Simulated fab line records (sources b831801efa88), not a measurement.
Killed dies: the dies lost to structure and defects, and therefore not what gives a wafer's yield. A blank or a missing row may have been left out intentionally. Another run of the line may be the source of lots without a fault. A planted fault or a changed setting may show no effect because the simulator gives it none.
Matching of chambers / flow sky130 / SKY_CONTACT_ETCH_16 on rie_diel-04 has 4 sister chambers
The step etches BARC in N2/H2, stops on SiO2, time 45.9 s, target depth 60 nm. 8 wafers are shown with their chamber, then 9 later ones without.

== WAFERS PAIRED WITH THEIR CHAMBERS ==
wafer=L687.3; chamber=0; drypump_motor_current_A (A)=5.6; throttle_valve_pct (%)=13.205
wafer=L687.5; chamber=3; drypump_motor_current_A (A)=5.8; throttle_valve_pct (%)=13.231
wafer=L688.3; chamber=1; drypump_motor_current_A (A)=4.8; throttle_valve_pct (%)=13.231
wafer=L688.4; chamber=0; drypump_motor_current_A (A)=5.6; throttle_valve_pct (%)=13.225
wafer=L688.5; chamber=3; drypump_motor_current_A (A)=5.8; throttle_valve_pct (%)=13.213
wafer=L693.4; chamber=2; drypump_motor_current_A (A)=4.7; throttle_valve_pct (%)=13.216
wafer=L693.5; chamber=2; drypump_motor_current_A (A)=4.7; throttle_valve_pct (%)=13.228
wafer=L693.6; chamber=1; drypump_motor_current_A (A)=4.9; throttle_valve_pct (%)=13.214

== WAFERS MISSING THEIR CHAMBER ==
wafer=L695.1; drypump_motor_current_A (A)=5.6; throttle_valve_pct (%)=13.206
wafer=L695.2; drypump_motor_current_A (A)=4.9; throttle_valve_pct (%)=13.231
wafer=L695.4; drypump_motor_current_A (A)=4.9; throttle_valve_pct (%)=13.221
wafer=L700.3; drypump_motor_current_A (A)=5.8; throttle_valve_pct (%)=13.235
wafer=L700.4; drypump_motor_current_A (A)=5.5; throttle_valve_pct (%)=13.229
wafer=L700.6; drypump_motor_current_A (A)=5.6; throttle_valve_pct (%)=13.218
wafer=L701.1; drypump_motor_current_A (A)=5.6; throttle_valve_pct (%)=13.220
wafer=L701.4; drypump_motor_current_A (A)=4.8; throttle_valve_pct (%)=13.233
wafer=L701.5; drypump_motor_current_A (A)=4.9; throttle_valve_pct (%)=13.219

== WHICH CHAMBER EACH WENT THROUGH ==
wafer=L695.1; from the rows above=0; in truth=0
wafer=L695.2; from the rows above=1; in truth=1
wafer=L695.4; from the rows above=1; in truth=1
wafer=L700.3; from the rows above=3; in truth=3
wafer=L700.4; from the rows above=0; in truth=0
wafer=L700.6; from the rows above=0; in truth=0
wafer=L701.1; from the rows above=0; in truth=0
wafer=L701.4; from the rows above=can't be placed: 1 or 2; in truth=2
wafer=L701.5; from the rows above=1; in truth=1
Correct placement for 8 of the 9. Unplaceable from these rows: 1, with the true chamber sitting among the candidates in 1. Placed wrongly: 0.
How it was worked out, from the rows above alone: a wafer's distance from a chamber is the root of the sum, over the readings, of the square of ((its reading less the chamber's mean) divided by the reading's scatter). If the next closest chamber is less than 2 further off than the closest, the wafer can't be placed; otherwise it belongs to the closest. Each chamber's mean is taken over the wafers shown for it. How the scatter is found: for the shown wafers, subtract from each reading the mean of its chamber, square and add these, divide the total by (wafers less chambers), then take the root.
